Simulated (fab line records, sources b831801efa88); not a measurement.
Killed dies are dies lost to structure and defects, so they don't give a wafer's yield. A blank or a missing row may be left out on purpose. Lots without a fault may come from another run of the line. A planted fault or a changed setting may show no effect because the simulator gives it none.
Problem report in the 8D (eight disciplines) form, filled by code | flow gf180mcu | the parts of the form that need people (team, actions taken, sign-off) are left out

1. THE PROBLEM
heater_power_total_W at GF_STI_PEB_10 reads a mean of 86.94 W on 6 wafers of 2 lots; wafers without a fault read 85.70 W with a standard deviation of 0.082. That is +15 standard deviations from the usual mean.
The step: peb time 90 s.
First seen on wafer L645.1, day 5 06:13, on litho_track-02. The record holds 42 wafers of 14 lots with a number at this step. Rule for "out", or "out of limits": more than 4 standard deviations from the usual mean. The other wafers with a number count as sound.

2. WHAT IT IS AND WHAT IT IS NOT
question                    | is                     | is not
which readings at this step | heater_power_total_W   | -
which lots                  | L645, L648             | L631, L632, L633, L634, L635, L636, L639, L647, L649, L651, L652, L653
which wafers of those lots  | all that have a number | -
read on which tools         | litho_track-02         | litho_track-01, litho_track-04
when                        | from day 5 06:13       | up to then (21 sound wafers); but 15 sound wafers of L647, L649, L651, L652, L653 came after

3. SUSPECTS, AND WHAT RULES EACH OUT
Counting: a tool at a process step up to the reading stays a suspect if it ran every lot that is out and no sound lot after the first of them.
- litho_track-02 at GF_STI_PEB_10 (peb time 90 s): kept. It ran every lot that is out, first L645 (day 5 06:13), and no sound lot after that; its last sound lot up to then is L633 (day 2 16:41). Its own readings are out on those wafers: heater_power_total_W.
Left after counting: litho_track-02 at GF_STI_PEB_10.

4. THE CAUSE (what the simulator had put in)
Process parameter drift: litho_track-02, from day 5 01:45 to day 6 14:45, at GF_STI_PEB_10. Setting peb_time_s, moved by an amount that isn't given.
Counting left only this tool.

5. THE CHAIN OF EFFECTS, in route order
Each row: a reading whose mean over the struck wafers that have a number lies more than 3 standard deviations from the usual. Only readings for which the record gives a usual standard deviation are gone through. hours: the time from each lot's start at the first step in this table that gives one to its start at this step, as a median over the lots. sigmas: the change in usual standard deviations.
hours | step          | reading              | usual   | on struck wafers | change | sigmas
0     | GF_STI_PEB_10 | heater_power_total_W | 85.70 W | 86.94            | +1.24  | +15
The process steps in it:
- GF_STI_PEB_10: peb time 90 s.
Later measuring or inspecting steps at which every struck wafer that the step has a row for has a number for every such reading, and none has moved that far: GF_STI_THK_MEAS_22, GF_VT_IMPLANT_OVL_MEAS_40.

6. WHAT WOULD HAVE CAUGHT IT SOONER
In this record the first reading out of limits was taken at day 5 06:13, 4 hours after the fault began at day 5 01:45.
